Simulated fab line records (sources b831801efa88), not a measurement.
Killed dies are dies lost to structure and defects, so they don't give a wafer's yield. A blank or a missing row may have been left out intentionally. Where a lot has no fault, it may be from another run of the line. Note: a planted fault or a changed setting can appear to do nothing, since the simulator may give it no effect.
The tool behind it: which one? / flow sfq line / 42 wafers from 14 lots sampled at 4 of the route's 325 steps

## WHAT THE GAUGES READ, wafer by wafer
The record lacks any reading of a measuring or inspecting step that a usual standard deviation could be used to judge.

## TOOL THAT RAN EACH LOT (tool first, then ch and the chambers of the sampled wafers, then the start)
lot=L776; SFQ_TRILAYER_M0_DEP_SPUTTER_019=pvd sputter-03, day 6 03:02; SFQ_TRILAYER_I1_VIA_BARC_OPEN_VIA_ETCH_071=rie diel-04 ch 1,2,3, day 11 10:41; SFQ_TRILAYER_I4_DEP_PECVD_099=pecvd-02 ch 1,2, day 39 14:34; SFQ_TRILAYER_R5_DEP_SPUTTER_132=pvd sputter-05, day 46 21:14
lot=L777; SFQ_TRILAYER_M0_DEP_SPUTTER_019=pvd sputter-06, day 6 13:11; SFQ_TRILAYER_I1_VIA_BARC_OPEN_VIA_ETCH_071=rie diel-02 ch 0,1,3, day 12 13:27; SFQ_TRILAYER_I4_DEP_PECVD_099=pecvd-04 ch 0,1,2, day 40 04:58; SFQ_TRILAYER_R5_DEP_SPUTTER_132=pvd sputter-03, day 47 12:28
lot=L778; SFQ_TRILAYER_M0_DEP_SPUTTER_019=pvd sputter-03, day 6 23:40; SFQ_TRILAYER_I1_VIA_BARC_OPEN_VIA_ETCH_071=rie diel-04 ch 2,3, day 18 03:20; SFQ_TRILAYER_I4_DEP_PECVD_099=pecvd-04 ch 0,2, day 40 11:16; SFQ_TRILAYER_R5_DEP_SPUTTER_132=pvd sputter-03, day 47 15:28
lot=L779; SFQ_TRILAYER_M0_DEP_SPUTTER_019=pvd sputter-03, day 7 08:04; SFQ_TRILAYER_I1_VIA_BARC_OPEN_VIA_ETCH_071=rie diel-02 ch 2,3, day 18 05:44; SFQ_TRILAYER_I4_DEP_PECVD_099=pecvd-01 ch 0,1,2, day 40 12:10; SFQ_TRILAYER_R5_DEP_SPUTTER_132=pvd sputter-03, day 47 18:28
lot=L780; SFQ_TRILAYER_M0_DEP_SPUTTER_019=pvd sputter-05, day 7 17:40; SFQ_TRILAYER_I1_VIA_BARC_OPEN_VIA_ETCH_071=rie diel-02 ch 0,1,3, day 29 04:57; SFQ_TRILAYER_I4_DEP_PECVD_099=pecvd-02 ch 0,2, day 42 21:34; SFQ_TRILAYER_R5_DEP_SPUTTER_132=pvd sputter-03, day 59 20:48
lot=L782; SFQ_TRILAYER_M0_DEP_SPUTTER_019=pvd sputter-06, day 8 17:02; SFQ_TRILAYER_I1_VIA_BARC_OPEN_VIA_ETCH_071=rie diel-04 ch 1,3, day 30 13:28; SFQ_TRILAYER_I4_DEP_PECVD_099=pecvd-02 ch 0,2, day 43 18:41; SFQ_TRILAYER_R5_DEP_SPUTTER_132=pvd sputter-03, day 60 15:19
lot=L785; SFQ_TRILAYER_M0_DEP_SPUTTER_019=pvd sputter-06, day 9 22:26; SFQ_TRILAYER_I1_VIA_BARC_OPEN_VIA_ETCH_071=rie diel-04 ch 0,2,3, day 32 17:12; SFQ_TRILAYER_I4_DEP_PECVD_099=pecvd-02 ch 0,1,2, day 46 04:17; SFQ_TRILAYER_R5_DEP_SPUTTER_132=pvd sputter-03, day 63 22:20
lot=L788; SFQ_TRILAYER_M0_DEP_SPUTTER_019=pvd sputter-05, day 11 12:00; SFQ_TRILAYER_I1_VIA_BARC_OPEN_VIA_ETCH_071=rie diel-04 ch 0,2,3, day 34 04:52; SFQ_TRILAYER_I4_DEP_PECVD_099=pecvd-02 ch 0,1,2, day 47 21:31; SFQ_TRILAYER_R5_DEP_SPUTTER_132=pvd sputter-03, day 64 17:00
lot=L789; SFQ_TRILAYER_M0_DEP_SPUTTER_019=pvd sputter-06, day 11 13:12; SFQ_TRILAYER_I1_VIA_BARC_OPEN_VIA_ETCH_071=rie diel-04 ch 0,1,2, day 34 23:00; SFQ_TRILAYER_I4_DEP_PECVD_099=pecvd-01 ch 1,2, day 48 22:31; SFQ_TRILAYER_R5_DEP_SPUTTER_132=pvd sputter-05, day 65 21:26
lot=L791; SFQ_TRILAYER_M0_DEP_SPUTTER_019=pvd sputter-03, day 11 16:48; SFQ_TRILAYER_I1_VIA_BARC_OPEN_VIA_ETCH_071=rie diel-02 ch 0,2, day 35 07:16; SFQ_TRILAYER_I4_DEP_PECVD_099=pecvd-04 ch 1,2, day 49 07:16; SFQ_TRILAYER_R5_DEP_SPUTTER_132=pvd sputter-04, day 66 11:07
lot=L794; SFQ_TRILAYER_M0_DEP_SPUTTER_019=pvd sputter-05, day 11 20:25; SFQ_TRILAYER_I1_VIA_BARC_OPEN_VIA_ETCH_071=rie diel-03 ch 0,2,3, day 35 14:28; SFQ_TRILAYER_I4_DEP_PECVD_099=pecvd-02 ch 0,2, day 49 16:37; SFQ_TRILAYER_R5_DEP_SPUTTER_132=pvd sputter-05, day 67 04:05
lot=L795; SFQ_TRILAYER_M0_DEP_SPUTTER_019=pvd sputter-06, day 11 21:36; SFQ_TRILAYER_I1_VIA_BARC_OPEN_VIA_ETCH_071=rie diel-02 ch 0,3, day 35 16:52; SFQ_TRILAYER_I4_DEP_PECVD_099=pecvd-04 ch 1,2, day 49 20:13; SFQ_TRILAYER_R5_DEP_SPUTTER_132=pvd sputter-04, day 67 07:05
lot=L797; SFQ_TRILAYER_M0_DEP_SPUTTER_019=pvd sputter-05, day 12 00:08; SFQ_TRILAYER_I1_VIA_BARC_OPEN_VIA_ETCH_071=rie diel-03 ch 0,1,3, day 35 20:28; SFQ_TRILAYER_I4_DEP_PECVD_099=pecvd-02 ch 0,1, day 50 04:37; SFQ_TRILAYER_R5_DEP_SPUTTER_132=pvd sputter-04, day 67 12:26
lot=L798; SFQ_TRILAYER_M0_DEP_SPUTTER_019=pvd sputter-06, day 12 01:12; SFQ_TRILAYER_I1_VIA_BARC_OPEN_VIA_ETCH_071=rie diel-02 ch 0,2,3, day 35 21:40; SFQ_TRILAYER_I4_DEP_PECVD_099=pecvd-02 ch 0,1,2, day 50 09:25; SFQ_TRILAYER_R5_DEP_SPUTTER_132=pvd sputter-05, day 67 15:26
- SFQ_TRILAYER_M0_DEP_SPUTTER_019: material Nb, target thk 200 nm, time 133.3 s.
- SFQ_TRILAYER_I1_VIA_BARC_OPEN_VIA_ETCH_071: etches BARC in O2, target depth 125 nm, time 41.7 s.
- SFQ_TRILAYER_I4_DEP_PECVD_099: deposits SiO2 from SiH4/N2O, time 111.11 s, target thk 500 nm.
- SFQ_TRILAYER_R5_DEP_SPUTTER_132: material Ti, target thk 5 nm, time 5 s.

## WHAT THE TOOLS THEMSELVES READ (means of the sampled wafers that have a number; where no wafer has one, the mark that the record gives instead)
SFQ_TRILAYER_M0_DEP_SPUTTER_019. Usual: base pressure pa 1.34e-06 Pa, standard deviation 8.5e-08; throttle valve pct 29.5 %, standard deviation 1.2.
lot=L776; tool=pvd sputter-03; base pressure pa (Pa)=1.30e-06; throttle valve pct (%)=29.5; flag=
lot=L777; tool=pvd sputter-06; base pressure pa (Pa)=1.36e-06; throttle valve pct (%)=28.8; flag=
lot=L778; tool=pvd sputter-03; base pressure pa (Pa)=1.36e-06; throttle valve pct (%)=29.6; flag=
lot=L779; tool=pvd sputter-03; base pressure pa (Pa)=1.39e-06; throttle valve pct (%)=28.5; flag=
lot=L780; tool=pvd sputter-05; base pressure pa (Pa)=1.31e-06; throttle valve pct (%)=29.9; flag=
lot=L782; tool=pvd sputter-06; base pressure pa (Pa)=1.35e-06; throttle valve pct (%)=29.6; flag=
lot=L785; tool=pvd sputter-06; base pressure pa (Pa)=1.37e-06; throttle valve pct (%)=29.6; flag=
lot=L788; tool=pvd sputter-05; base pressure pa (Pa)=1.36e-06; throttle valve pct (%)=30.3; flag=
lot=L789; tool=pvd sputter-06; base pressure pa (Pa)=1.26e-06; throttle valve pct (%)=28.8; flag=
lot=L791; tool=pvd sputter-03; base pressure pa (Pa)=1.36e-06; throttle valve pct (%)=29.9; flag=
lot=L794; tool=pvd sputter-05; base pressure pa (Pa)=1.44e-06; throttle valve pct (%)=29.7; flag=
lot=L795; tool=pvd sputter-06; base pressure pa (Pa)=1.34e-06; throttle valve pct (%)=28.6; flag=
lot=L797; tool=pvd sputter-05; base pressure pa (Pa)=1.24e-06; throttle valve pct (%)=30.0; flag=
lot=L798; tool=pvd sputter-06; base pressure pa (Pa)=1.33e-06; throttle valve pct (%)=28.5; flag=

SFQ_TRILAYER_I1_VIA_BARC_OPEN_VIA_ETCH_071. Usual: drypump motor current A 5.8 A, standard deviation 0.41; oes product au 0.687 a.u., standard deviation 0.0044; run length s 70.0 s, standard deviation 0.37.
lot=L776; tool=rie diel-04; drypump motor current A (A)=5.7; oes product au (a.u.)=0.686; run length s (s)=70.2; flag=
lot=L777; tool=rie diel-02; drypump motor current A (A)=6.0; oes product au (a.u.)=0.684; run length s (s)=70.0; flag=
lot=L778; tool=rie diel-04; drypump motor current A (A)=5.9; oes product au (a.u.)=0.689; run length s (s)=70.5; flag=
lot=L779; tool=rie diel-02; drypump motor current A (A)=5.4; oes product au (a.u.)=0.684; run length s (s)=70.2; flag=
lot=L780; tool=rie diel-02; drypump motor current A (A)=6.0; oes product au (a.u.)=0.685; run length s (s)=70.0; flag=
lot=L782; tool=rie diel-04; drypump motor current A (A)=5.6; oes product au (a.u.)=0.684; run length s (s)=69.9; flag=
lot=L785; tool=rie diel-04; drypump motor current A (A)=6.0; oes product au (a.u.)=0.688; run length s (s)=70.3; flag=
lot=L788; tool=rie diel-04; drypump motor current A (A)=6.0; oes product au (a.u.)=0.728; run length s (s)=67.2; flag=OFF
lot=L789; tool=rie diel-04; drypump motor current A (A)=5.9; oes product au (a.u.)=0.736; run length s (s)=66.9; flag=OFF
lot=L791; tool=rie diel-02; drypump motor current A (A)=5.3; oes product au (a.u.)=0.688; run length s (s)=69.8; flag=
lot=L794; tool=rie diel-03; drypump motor current A (A)=6.1; oes product au (a.u.)=0.684; run length s (s)=69.9; flag=
lot=L795; tool=rie diel-02; drypump motor current A (A)=5.8; oes product au (a.u.)=0.686; run length s (s)=70.2; flag=
lot=L797; tool=rie diel-03; drypump motor current A (A)=6.2; oes product au (a.u.)=0.688; run length s (s)=70.0; flag=
lot=L798; tool=rie diel-02; drypump motor current A (A)=5.5; oes product au (a.u.)=0.688; run length s (s)=69.9; flag=

SFQ_TRILAYER_I4_DEP_PECVD_099. Usual: heater power w 80 W, standard deviation 13; throttle valve pct 24.2 %, standard deviation 1.2.
lot=L776; tool=pecvd-02; heater power w (W)=81; throttle valve pct (%)=25.0; flag=
lot=L777; tool=pecvd-04; heater power w (W)=71; throttle valve pct (%)=24.6; flag=
lot=L778; tool=pecvd-04; heater power w (W)=67; throttle valve pct (%)=24.5; flag=
lot=L779; tool=pecvd-01; heater power w (W)=90; throttle valve pct (%)=23.9; flag=
lot=L780; tool=pecvd-02; heater power w (W)=91; throttle valve pct (%)=23.1; flag=
lot=L782; tool=pecvd-02; heater power w (W)=91; throttle valve pct (%)=23.2; flag=
lot=L785; tool=pecvd-02; heater power w (W)=83; throttle valve pct (%)=23.2; flag=
lot=L788; tool=pecvd-02; heater power w (W)=87; throttle valve pct (%)=23.0; flag=
lot=L789; tool=pecvd-01; heater power w (W)=92; throttle valve pct (%)=25.4; flag=
lot=L791; tool=pecvd-04; heater power w (W)=80; throttle valve pct (%)=24.9; flag=
lot=L794; tool=pecvd-02; heater power w (W)=96; throttle valve pct (%)=23.8; flag=
lot=L795; tool=pecvd-04; heater power w (W)=79; throttle valve pct (%)=25.0; flag=
lot=L797; tool=pecvd-02; heater power w (W)=84; throttle valve pct (%)=23.7; flag=
lot=L798; tool=pecvd-02; heater power w (W)=83; throttle valve pct (%)=23.6; flag=

SFQ_TRILAYER_R5_DEP_SPUTTER_132. Usual: base pressure pa 1.33e-06 Pa, standard deviation 8.8e-08; throttle valve pct 29.8 %, standard deviation 1.2.
lot=L776; tool=pvd sputter-05; base pressure pa (Pa)=1.36e-06; throttle valve pct (%)=30.0; flag=
lot=L777; tool=pvd sputter-03; base pressure pa (Pa)=1.25e-06; throttle valve pct (%)=29.6; flag=
lot=L778; tool=pvd sputter-03; base pressure pa (Pa)=1.34e-06; throttle valve pct (%)=29.3; flag=
lot=L779; tool=pvd sputter-03; base pressure pa (Pa)=1.31e-06; throttle valve pct (%)=30.1; flag=
lot=L780; tool=pvd sputter-03; base pressure pa (Pa)=1.33e-06; throttle valve pct (%)=30.4; flag=
lot=L782; tool=pvd sputter-03; base pressure pa (Pa)=1.33e-06; throttle valve pct (%)=29.5; flag=
lot=L785; tool=pvd sputter-03; base pressure pa (Pa)=1.29e-06; throttle valve pct (%)=29.8; flag=
lot=L788; tool=pvd sputter-03; base pressure pa (Pa)=1.35e-06; throttle valve pct (%)=30.0; flag=
lot=L789; tool=pvd sputter-05; base pressure pa (Pa)=1.36e-06; throttle valve pct (%)=30.0; flag=
lot=L791; tool=pvd sputter-04; base pressure pa (Pa)=1.38e-06; throttle valve pct (%)=29.6; flag=
lot=L794; tool=pvd sputter-05; base pressure pa (Pa)=1.36e-06; throttle valve pct (%)=29.6; flag=
lot=L795; tool=pvd sputter-04; base pressure pa (Pa)=1.37e-06; throttle valve pct (%)=30.0; flag=
lot=L797; tool=pvd sputter-04; base pressure pa (Pa)=1.28e-06; throttle valve pct (%)=29.4; flag=
lot=L798; tool=pvd sputter-05; base pressure pa (Pa)=1.32e-06; throttle valve pct (%)=30.3; flag=

## THE ANSWER, worked out from the rows above alone
Rule: a lot counts as off when the mean over its wafers that have a number is more than 3 standard deviations away from the usual mean. A lot without any number at a reading at which 4 lots or more have one is off too. All remaining lots with rows at the step are treated as sound. The gauges are gone through in route order, then the tools' own readings, and for those a lot's mean is taken as printed above. The first step at which some lot is off is used, and at that step the reading that is off furthest; a lot without a number counts as furthest.
Off: L788, L789, at SFQ_TRILAYER_I1_VIA_BARC_OPEN_VIA_ETCH_071 (oes product au).
A tool fits if, at that step or a process step before it, it ran every lot that is off, and no sound lot after the first of them. One candidate fits, namely rie diel-04 at SFQ_TRILAYER_I1_VIA_BARC_OPEN_VIA_ETCH_071. Its last sound lot is L785 (day 32 17:12), its first lot that is off L788 (day 34 04:52): a fault that began between those two fits.
The tool's own readings at SFQ_TRILAYER_I1_VIA_BARC_OPEN_VIA_ETCH_071 bear it out: on the lots that are off they differ by more than 5 times the standard deviation of the sound lots' means. oes product au reads 0.732 a.u. there against 0.686 a.u. on the sound lots; run length s reads 67.1 s there against 70.1 s on the sound lots.

## WHAT THE SIMULATOR PUT IN
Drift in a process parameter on rie diel-04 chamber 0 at SFQ_TRILAYER_I1_VIA_BARC_OPEN_VIA_ETCH_071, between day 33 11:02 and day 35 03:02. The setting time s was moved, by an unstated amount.
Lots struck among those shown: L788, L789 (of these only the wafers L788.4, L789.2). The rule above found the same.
